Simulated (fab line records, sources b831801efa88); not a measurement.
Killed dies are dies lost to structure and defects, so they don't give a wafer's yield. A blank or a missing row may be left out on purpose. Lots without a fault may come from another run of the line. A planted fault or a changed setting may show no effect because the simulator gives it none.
Which tool did it? | flow sfq_line | 14 lots, 41 wafers sampled, at 5 steps of a route of 325

WHAT THE GAUGES READ, wafer by wafer
SFQ_R5_OVL_MEAS_935.
lot  | measured     | on         | R5_OVL (nm)
L758 | day 58 00:12 | overlay-01 | 0 8 -4
L759 | day 58 06:13 | overlay-02 | 7 -1 4
L761 | day 58 15:32 | overlay-02 | 7 2 9
L762 | day 58 16:44 | overlay-01 | 8 6 11
L763 | day 59 01:08 | overlay-02 | -8 3 1
L765 | day 59 05:10 | overlay-01 | 4 7 5
L766 | day 59 18:20 | overlay-02 | 6 2 0
L767 | day 60 19:35 | overlay-01 | -8 -2 0
L768 | day 61 09:26 | overlay-01 | 6 -4 -4
L769 | day 61 11:47 | overlay-02 | 13 9 5
L770 | day 61 14:47 | overlay-02 | 3 6 4
L779 | day 63 07:14 | overlay-01 | -3 6
L780 | day 63 08:26 | overlay-01 | -8 -6 -2
L781 | day 64 15:26 | overlay-01 | 10 7 10

SFQ_M6_RS_MEAS_938: measures by four-point-probe.
lot  | measured     | on            | M6_NB_RS (ohm/sq)
L758 | day 63 13:03 | film_metro-01 | 0.858 0.872 0.885
L759 | day 63 15:28 | film_metro-01 | 0.863 0.893 0.876
L761 | day 64 00:31 | film_metro-02 | 0.891 0.879 0.872
L762 | day 64 02:55 | film_metro-02 | 0.898 0.867 0.893
L763 | day 64 08:16 | film_metro-02 | 0.881 0.857 0.871
L765 | day 64 15:07 | film_metro-04 | 0.887 0.863 0.888
L766 | day 65 06:42 | film_metro-02 | 0.905 0.892 0.899
L767 | day 66 02:13 | film_metro-02 | 0.864 0.882 0.890
L768 | day 66 11:05 | film_metro-02 | 0.889 0.870 0.893
L769 | day 66 12:16 | film_metro-01 | 0.886 0.879 0.883
L770 | day 66 14:40 | film_metro-01 | 0.879 0.896 0.900
L779 | day 68 00:59 | film_metro-02 | 0.567 0.562
L780 | day 68 04:37 | film_metro-04 | 0.571 0.888 0.893
L781 | day 68 07:46 | film_metro-02 | 0.892 0.892 0.881

WHICH TOOL RAN EACH LOT (tool, then ch and the chambers of the sampled wafers, then the start)
lot  | SFQ_TRILAYER_A5B_DEP_PECVD_129  | SFQ_TRILAYER_R5_DEP_SPUTTER_132 | SFQ_TRILAYER_M6_DEP_SPUTTER_157
L758 | pecvd-01 ch 0,1,2, day 52 13:26 | pvd_sputter-04, day 52 20:34    | pvd_sputter-05, day 63 12:58
L759 | pecvd-02 ch 0,1,2, day 52 18:20 | pvd_sputter-03, day 53 02:34    | pvd_sputter-06, day 63 15:22
L761 | pecvd-04 ch 0,1, day 53 03:56   | pvd_sputter-03, day 53 14:34    | pvd_sputter-03, day 64 00:25
L762 | pecvd-02 ch 1,2, day 53 05:08   | pvd_sputter-06, day 53 15:11    | pvd_sputter-06, day 64 02:49
L763 | pecvd-01 ch 0,1,2, day 53 11:08 | pvd_sputter-04, day 54 00:11    | pvd_sputter-06, day 64 08:10
L765 | pecvd-02 ch 1,2, day 53 18:20   | pvd_sputter-06, day 54 11:34    | pvd_sputter-06, day 64 15:01
L766 | pecvd-04 ch 1,2, day 59 09:23   | pvd_sputter-03, day 59 15:34    | pvd_sputter-05, day 65 06:37
L767 | pecvd-04 ch 0,2, day 59 20:11   | pvd_sputter-04, day 60 03:15    | pvd_sputter-06, day 66 02:08
L768 | pecvd-01 ch 0,1, day 61 00:55   | pvd_sputter-04, day 61 05:13    | pvd_sputter-06, day 66 10:59
L769 | pecvd-04 ch 0,1,2, day 61 03:25 | pvd_sputter-03, day 61 09:16    | pvd_sputter-05, day 66 12:09
L770 | pecvd-02 ch 0,1, day 61 05:28   | pvd_sputter-06, day 61 12:16    | pvd_sputter-06, day 66 14:33
L779 | pecvd-02 ch 0,2, day 62 06:14   | pvd_sputter-03, day 63 01:40    | pvd_sputter-06, day 68 00:54
L780 | pecvd-01 ch 0,1,2, day 62 13:26 | pvd_sputter-04, day 63 03:16    | pvd_sputter-06, day 68 04:30
L781 | pecvd-02 ch 1,2, day 63 23:20   | pvd_sputter-04, day 64 12:14    | pvd_sputter-03, day 68 07:39
- SFQ_TRILAYER_A5B_DEP_PECVD_129: deposits SiO2 from SiH4/N2O, time 133.33 s, target thk 600 nm.
- SFQ_TRILAYER_R5_DEP_SPUTTER_132: material Ti, target thk 5 nm, time 5 s.
- SFQ_TRILAYER_M6_DEP_SPUTTER_157: material Nb, target thk 200 nm, time 133.3 s.

WHAT THE TOOLS THEMSELVES READ (means of the sampled wafers that have a number; where no wafer has one, the mark that the record gives instead)
SFQ_TRILAYER_A5B_DEP_PECVD_129.
lot  | tool     | heater_power_w (W) | susceptor_temp_C (C) | throttle_valve_pct (%)
L758 | pecvd-01 | 91                 | 149.99               | 23.5
L759 | pecvd-02 | 88                 | 150.01               | 25.0
L761 | pecvd-04 | 83                 | 150.04               | 26.2
L762 | pecvd-02 | 97                 | 150.01               | 24.7
L763 | pecvd-01 | 87                 | 150.00               | 23.8
L765 | pecvd-02 | 97                 | 150.08               | 24.6
L766 | pecvd-04 | 77                 | 149.82               | 24.1
L767 | pecvd-04 | 84                 | 149.96               | 23.1
L768 | pecvd-01 | 71                 | 149.96               | 24.0
L769 | pecvd-04 | 83                 | 150.00               | 23.6
L770 | pecvd-02 | 83                 | 149.91               | 24.9
L779 | pecvd-02 | 88                 | 149.99               | 24.9
L780 | pecvd-01 | 82                 | 150.05               | 24.4
L781 | pecvd-02 | 97                 | 149.93               | 24.5

SFQ_TRILAYER_R5_DEP_SPUTTER_132.
lot  | tool           | throttle_valve_pct (%)
L758 | pvd_sputter-04 | 29.5
L759 | pvd_sputter-03 | 30.1
L761 | pvd_sputter-03 | 29.9
L762 | pvd_sputter-06 | 29.1
L763 | pvd_sputter-04 | 29.6
L765 | pvd_sputter-06 | 29.6
L766 | pvd_sputter-03 | 29.2
L767 | pvd_sputter-04 | 29.0
L768 | pvd_sputter-04 | 30.2
L769 | pvd_sputter-03 | 29.3
L770 | pvd_sputter-06 | 29.0
L779 | pvd_sputter-03 | 28.8
L780 | pvd_sputter-04 | 30.1
L781 | pvd_sputter-04 | 30.6

SFQ_TRILAYER_M6_DEP_SPUTTER_157.
lot  | tool           | throttle_valve_pct (%)
L758 | pvd_sputter-05 | 29.5
L759 | pvd_sputter-06 | 29.1
L761 | pvd_sputter-03 | 29.3
L762 | pvd_sputter-06 | 30.0
L763 | pvd_sputter-06 | 28.8
L765 | pvd_sputter-06 | 29.6
L766 | pvd_sputter-05 | 29.0
L767 | pvd_sputter-06 | 29.5
L768 | pvd_sputter-06 | 29.6
L769 | pvd_sputter-05 | 29.3
L770 | pvd_sputter-06 | 29.1
L779 | pvd_sputter-06 | 28.4
L780 | pvd_sputter-06 | 29.9
L781 | pvd_sputter-03 | 28.8

THE ANSWER, worked out from the rows above alone
Rule: what is usual is taken from the lots themselves. Put in order of their means at a reading, lots are off if they are a third of the lots or fewer, leave a main group of 4 or more, and stand apart from it by a gap of 3 or more times the standard deviation of the main group's means; of several such gaps the widest counts. A main group whose means are all the same, to the digits that the tables above print for the reading, isn't used. A lot without any number at a reading at which 4 lots or more have one is off too. The other lots that the step has rows for count as sound. The gauges are gone through in route order, then the tools' own readings, and for those a lot's mean is taken as printed above. The first step at which some lot is off is used, and at that step the reading that is off furthest; a lot without a number counts as furthest.
Off: L779, L780, at SFQ_M6_RS_MEAS_938 (M6_NB_RS). The main group: mean 0.882 ohm/sq, standard deviation 0.0078.
A tool fits if, at a process step before that reading, it ran every lot that is off, and no sound lot after the first of them. The gauges at SFQ_M6_RS_MEAS_938 are tried like those tools. One fits: pvd_sputter-06 at SFQ_TRILAYER_M6_DEP_SPUTTER_157. Its last sound lot is L770 (day 66 14:33), its first lot that is off L779 (day 68 00:54): a fault that began between those two fits.

WHAT THE SIMULATOR HAD PUT IN
Process parameter drift: pvd_sputter-06, from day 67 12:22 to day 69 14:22, at SFQ_TRILAYER_M6_DEP_SPUTTER_157. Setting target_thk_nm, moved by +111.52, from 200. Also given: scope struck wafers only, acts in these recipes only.
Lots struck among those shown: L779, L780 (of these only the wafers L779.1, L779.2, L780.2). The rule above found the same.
